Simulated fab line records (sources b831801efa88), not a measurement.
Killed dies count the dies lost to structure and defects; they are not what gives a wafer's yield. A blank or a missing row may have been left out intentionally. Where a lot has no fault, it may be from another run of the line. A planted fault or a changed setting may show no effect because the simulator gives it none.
Which tool is to blame? :: flow gf180mcu :: Sampling: 14 lots, 42 wafers, 5 of 602 route steps

WHAT THE GAUGES READ, wafer by wafer
GF_VT_IMPLANT_TW_MEAS_32. Usual: VT_IMPLANT_3_TW 270.3, standard deviation 1.3.
lot: L735
measured: day 7 13:37
on: film metro-04
VT_IMPLANT_3_TW: 270.8 270.6 270.6
flag: 

lot: L736
measured: day 7 19:01
on: film metro-04
VT_IMPLANT_3_TW: 272.5 271.3 269.0
flag: 

lot: L737
measured: day 8 01:44
on: film metro-01
VT_IMPLANT_3_TW: 270.9 268.4 271.5
flag: 

lot: L738
measured: day 8 08:50
on: film metro-04
VT_IMPLANT_3_TW: 274.6 271.8 271.9
flag: 

lot: L739
measured: day 8 14:52
on: film metro-02
VT_IMPLANT_3_TW: 268.5 270.8 271.2
flag: 

lot: L741
measured: day 9 02:58
on: film metro-02
VT_IMPLANT_3_TW: 270.6 271.8 271.8
flag: 

lot: L743
measured: day 9 13:41
on: film metro-01
VT_IMPLANT_3_TW: 268.7 270.5 270.1
flag: 

lot: L744
measured: day 9 19:43
on: film metro-02
VT_IMPLANT_3_TW: 269.4 271.3 271.1
flag: 

lot: L745
measured: day 10 00:50
on: film metro-01
VT_IMPLANT_3_TW: 269.7 268.9 268.4
flag: 

lot: L746
measured: day 10 11:22
on: film metro-02
VT_IMPLANT_3_TW: 270.3 269.8 267.2
flag: 

lot: L747
measured: day 10 13:07
on: film metro-01
VT_IMPLANT_3_TW: 247.1 245.7 247.4
flag: OFF

lot: L748
measured: day 10 20:20
on: film metro-01
VT_IMPLANT_3_TW: 270.4 269.3 269.2
flag: 

lot: L749
measured: day 11 02:18
on: film metro-01
VT_IMPLANT_3_TW: 247.3 246.4 244.7
flag: OFF

lot: L756
measured: day 12 22:20
on: film metro-04
VT_IMPLANT_3_TW: 272.0 270.8 272.0
flag: 

GF_DUAL_GATE_THK_MEAS_03. Usual: DUAL_GATE_OXIDATION_00_THK 10.84 nm, standard deviation 0.22.
lot: L735
measured: day 8 11:44
on: film metro-02
DUAL_GATE_OXIDATION_00_THK (nm): 10.63 10.73 10.72
flag: 

lot: L736
measured: day 8 17:37
on: film metro-02
DUAL_GATE_OXIDATION_00_THK (nm): 10.90 10.89 10.79
flag: 

lot: L737
measured: day 8 21:35
on: film metro-03
DUAL_GATE_OXIDATION_00_THK (nm): 10.87 10.93 10.88
flag: 

lot: L738
measured: day 9 08:38
on: film metro-04
DUAL_GATE_OXIDATION_00_THK (nm): 10.77 10.64 10.82
flag: 

lot: L739
measured: day 9 12:46
on: film metro-02
DUAL_GATE_OXIDATION_00_THK (nm): 10.74 10.61 10.62
flag: 

lot: L741
measured: day 10 02:31
on: film metro-03
DUAL_GATE_OXIDATION_00_THK (nm): 10.79 10.84 10.86
flag: 

lot: L743
measured: day 10 09:26
on: film metro-02
DUAL_GATE_OXIDATION_00_THK (nm): 10.74 10.92 10.72
flag: 

lot: L744
measured: day 10 19:06
on: film metro-03
DUAL_GATE_OXIDATION_00_THK (nm): 10.82 10.60 10.75
flag: 

lot: L745
measured: day 10 23:12
on: film metro-04
DUAL_GATE_OXIDATION_00_THK (nm): 10.82 10.95 10.80
flag: 

lot: L746
measured: day 11 11:48
on: film metro-04
DUAL_GATE_OXIDATION_00_THK (nm): 10.98 10.79 10.96
flag: 

lot: L747
measured: day 11 11:48
on: film metro-03
DUAL_GATE_OXIDATION_00_THK (nm): 10.93 10.79 10.69
flag: 

lot: L748
measured: day 11 22:59
on: film metro-02
DUAL_GATE_OXIDATION_00_THK (nm): 10.93 10.83 10.89
flag: 

lot: L749
measured: day 11 23:00
on: film metro-03
DUAL_GATE_OXIDATION_00_THK (nm): 11.01 10.98 10.96
flag: 

lot: L756
measured: day 13 20:44
on: film metro-04
DUAL_GATE_OXIDATION_00_THK (nm): 11.34 11.44 11.35
flag: 

GF_POLY_GATE_THK_MEAS_01. Usual: POLY_GATE_CVD_00_THK 200.5 nm, standard deviation 1.8.
lot: L735
measured: day 9 13:20
on: film metro-01
POLY_GATE_CVD_00_THK (nm): 200.4 200.9 198.2
flag: 

lot: L736
measured: day 9 13:20
on: film metro-03
POLY_GATE_CVD_00_THK (nm): 200.0 200.8 198.9
flag: 

lot: L737
measured: day 9 23:30
on: film metro-03
POLY_GATE_CVD_00_THK (nm): 198.4 200.2 200.1
flag: 

lot: L738
measured: day 10 09:19
on: film metro-02
POLY_GATE_CVD_00_THK (nm): 199.1 199.3 200.3
flag: 

lot: L739
measured: day 10 09:19
on: film metro-01
POLY_GATE_CVD_00_THK (nm): 200.6 200.5 200.4
flag: 

lot: L741
measured: day 11 04:52
on: film metro-01
POLY_GATE_CVD_00_THK (nm): 201.6 200.5 199.4
flag: 

lot: L743
measured: day 11 10:17
on: film metro-03
POLY_GATE_CVD_00_THK (nm): 199.3 199.1 201.2
flag: 

lot: L744
measured: day 11 21:21
on: film metro-03
POLY_GATE_CVD_00_THK (nm): 198.7 198.6 200.3
flag: 

lot: L745
measured: day 11 21:22
on: film metro-02
POLY_GATE_CVD_00_THK (nm): 202.2 203.8 202.2
flag: 

lot: L746
measured: day 12 12:41
on: film metro-01
POLY_GATE_CVD_00_THK (nm): 201.7 199.7 200.3
flag: 

lot: L747
measured: day 12 12:41
on: film metro-03
POLY_GATE_CVD_00_THK (nm): 202.2 201.0 203.3
flag: 

lot: L748
measured: day 13 03:47
on: film metro-02
POLY_GATE_CVD_00_THK (nm): 199.0 196.4 198.0
flag: 

lot: L749
measured: day 13 03:48
on: film metro-03
POLY_GATE_CVD_00_THK (nm): 199.8 200.2 202.5
flag: 

lot: L756
measured: day 14 20:03
on: film metro-01
POLY_GATE_CVD_00_THK (nm): 199.8 201.7 203.2
flag: 

GF_HV_LDD_OVL_MEAS_47. Usual: HV_LDD_03_OVL -0.5 nm, standard deviation 1.4.
lot: L735
measured: day 13 16:25
on: overlay-01
HV_LDD_03_OVL (nm): 0.0 0.7 -1.2
flag: 

lot: L736
measured: day 13 15:01
on: overlay-02
HV_LDD_03_OVL (nm): 1.8 1.6 -0.1
flag: 

lot: L737
measured: day 13 22:40
on: overlay-02
HV_LDD_03_OVL (nm): 0.9 2.4 1.3
flag: 

lot: L738
measured: day 14 10:24
on: overlay-01
HV_LDD_03_OVL (nm): 0.5 1.9 1.1
flag: 

lot: L739
measured: day 14 11:41
on: overlay-01
HV_LDD_03_OVL (nm): -2.1 0.2 -2.2
flag: 

lot: L741
measured: day 15 17:12
on: overlay-02
HV_LDD_03_OVL (nm): -1.6 -2.7 0.2
flag: 

lot: L743
measured: day 15 17:19
on: overlay-01
HV_LDD_03_OVL (nm): -0.7 0.3 -0.4
flag: 

lot: L744
measured: day 16 07:10
on: overlay-01
HV_LDD_03_OVL (nm): -3.5 -1.9 -1.4
flag: 

lot: L745
measured: day 16 07:50
on: overlay-01
HV_LDD_03_OVL (nm): 1.6 0.0 1.1
flag: 

lot: L746
measured: day 17 05:36
on: overlay-01
HV_LDD_03_OVL (nm): 0.7 -1.7 -1.2
flag: 

lot: L747
measured: day 17 05:55
on: overlay-02
HV_LDD_03_OVL (nm): -0.5 0.6 0.1
flag: 

lot: L748
measured: day 17 18:44
on: overlay-02
HV_LDD_03_OVL (nm): -0.1 1.4 -1.6
flag: 

lot: L749
measured: day 17 19:01
on: overlay-01
HV_LDD_03_OVL (nm): -1.6 -0.7 -0.1
flag: 

lot: L756
measured: day 19 16:13
on: overlay-02
HV_LDD_03_OVL (nm): 0.3 -1.2 -1.2
flag: 

WHAT TOOL EACH LOT RAN ON (gives the tool, then ch and the chambers of the sampled wafers, and finally the start)
lot: L735
GF_VT_IMPLANT_IMPLANT_30: implanter-03 ch 0, day 7 13:22

lot: L736
GF_VT_IMPLANT_IMPLANT_30: implanter-04 ch 0, day 7 18:46

lot: L737
GF_VT_IMPLANT_IMPLANT_30: implanter-04 ch 0, day 8 01:31

lot: L738
GF_VT_IMPLANT_IMPLANT_30: implanter-04 ch 0, day 8 08:35

lot: L739
GF_VT_IMPLANT_IMPLANT_30: implanter-02 ch 0, day 8 14:37

lot: L741
GF_VT_IMPLANT_IMPLANT_30: implanter-03 ch 0, day 9 02:43

lot: L743
GF_VT_IMPLANT_IMPLANT_30: implanter-03 ch 0, day 9 13:26

lot: L744
GF_VT_IMPLANT_IMPLANT_30: implanter-04 ch 0, day 9 19:25

lot: L745
GF_VT_IMPLANT_IMPLANT_30: implanter-04 ch 0, day 10 00:35

lot: L746
GF_VT_IMPLANT_IMPLANT_30: implanter-03 ch 0, day 10 11:07

lot: L747
GF_VT_IMPLANT_IMPLANT_30: implanter-04 ch 0, day 10 12:52

lot: L748
GF_VT_IMPLANT_IMPLANT_30: implanter-03 ch 0, day 10 20:07

lot: L749
GF_VT_IMPLANT_IMPLANT_30: implanter-04 ch 0, day 11 02:05

lot: L756
GF_VT_IMPLANT_IMPLANT_30: implanter-03 ch 0, day 12 22:06
- GF_VT_IMPLANT_IMPLANT_30

WHAT THE TOOLS THEMSELVES READ (means of the sampled wafers that have a number; where no wafer has one, the mark that the record gives instead)
GF_VT_IMPLANT_IMPLANT_30. Usual: beam energy keV 25.000, standard deviation 0.0086; dose ions cm2 2.5338e+12, standard deviation 2.7e+09; faraday current uA 14.31, standard deviation 0.29.
lot: L735
tool: implanter-03
beam energy keV: 25.003
dose ions cm2: 2.5379e+12
faraday current uA: 14.16
flag: 

lot: L736
tool: implanter-04
beam energy keV: 25.000
dose ions cm2: 2.5322e+12
faraday current uA: 14.46
flag: 

lot: L737
tool: implanter-04
beam energy keV: 25.014
dose ions cm2: 2.5375e+12
faraday current uA: 14.55
flag: 

lot: L738
tool: implanter-04
beam energy keV: 25.004
dose ions cm2: 2.5352e+12
faraday current uA: 14.33
flag: 

lot: L739
tool: implanter-02
beam energy keV: 24.988
dose ions cm2: 2.5361e+12
faraday current uA: 13.94
flag: 

lot: L741
tool: implanter-03
beam energy keV: 24.994
dose ions cm2: 2.5342e+12
faraday current uA: 14.15
flag: 

lot: L743
tool: implanter-03
beam energy keV: 24.993
dose ions cm2: 2.5324e+12
faraday current uA: 14.50
flag: 

lot: L744
tool: implanter-04
beam energy keV: 24.993
dose ions cm2: 2.5361e+12
faraday current uA: 14.25
flag: 

lot: L745
tool: implanter-04
beam energy keV: 24.992
dose ions cm2: 2.5327e+12
faraday current uA: 14.29
flag: 

lot: L746
tool: implanter-03
beam energy keV: 25.008
dose ions cm2: 2.5341e+12
faraday current uA: 14.16
flag: 

lot: L747
tool: implanter-04
beam energy keV: 24.988
dose ions cm2: 1.8454e+12
faraday current uA: 10.68
flag: OFF

lot: L748
tool: implanter-03
beam energy keV: 24.987
dose ions cm2: 2.5324e+12
faraday current uA: 14.40
flag: 

lot: L749
tool: implanter-04
beam energy keV: 25.003
dose ions cm2: 1.8394e+12
faraday current uA: 10.40
flag: OFF

lot: L756
tool: implanter-03
beam energy keV: 24.996
dose ions cm2: 2.5337e+12
faraday current uA: 14.12
flag: 

THE ANSWER, worked out from the rows above alone
Rule: a lot counts as off when the mean over its wafers that have a number is more than 3 standard deviations away from the usual mean. Also off: a lot with no number at a reading for which 4 or more lots have one. The other lots that the step has rows for count as sound. The gauges are gone through in route order, then the tools' own readings, and for those a lot's mean is taken as printed above. The first step at which some lot is off is used, and at that step the reading that is off furthest; a lot without a number counts as furthest.
Off: at GF_VT_IMPLANT_TW_MEAS_32 (VT_IMPLANT_3_TW), L747, L749.
If a tool, at a process step before that reading, ran all the lots that are off and no sound lot after the first of them, it fits. Not tried: the gauges at GF_VT_IMPLANT_TW_MEAS_32; whatever is off there is also off at GF_VT_IMPLANT_IMPLANT_30, on other tools, and gauge error can't account for it. One fits: implanter-04 at GF_VT_IMPLANT_IMPLANT_30. Its last sound lot is L745 (day 10 00:35), its first lot that is off L747 (day 10 12:52): a fault that began between those two fits.
The tool's own readings at GF_VT_IMPLANT_IMPLANT_30 bear it out: on the lots that are off they differ by more than 5 times the standard deviation of the sound lots' means. dose ions cm2 reads 1.8424e+12 there against 2.5345e+12 on the sound lots; faraday current uA reads 10.54 there against 14.28 on the sound lots.

WHAT WAS PUT IN BY THE SIMULATOR
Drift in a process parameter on implanter-04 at GF_VT_IMPLANT_IMPLANT_30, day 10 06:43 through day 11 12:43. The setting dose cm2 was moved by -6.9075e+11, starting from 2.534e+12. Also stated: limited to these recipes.
Lots struck among those shown: L747, L749. The same result came from the rule above.
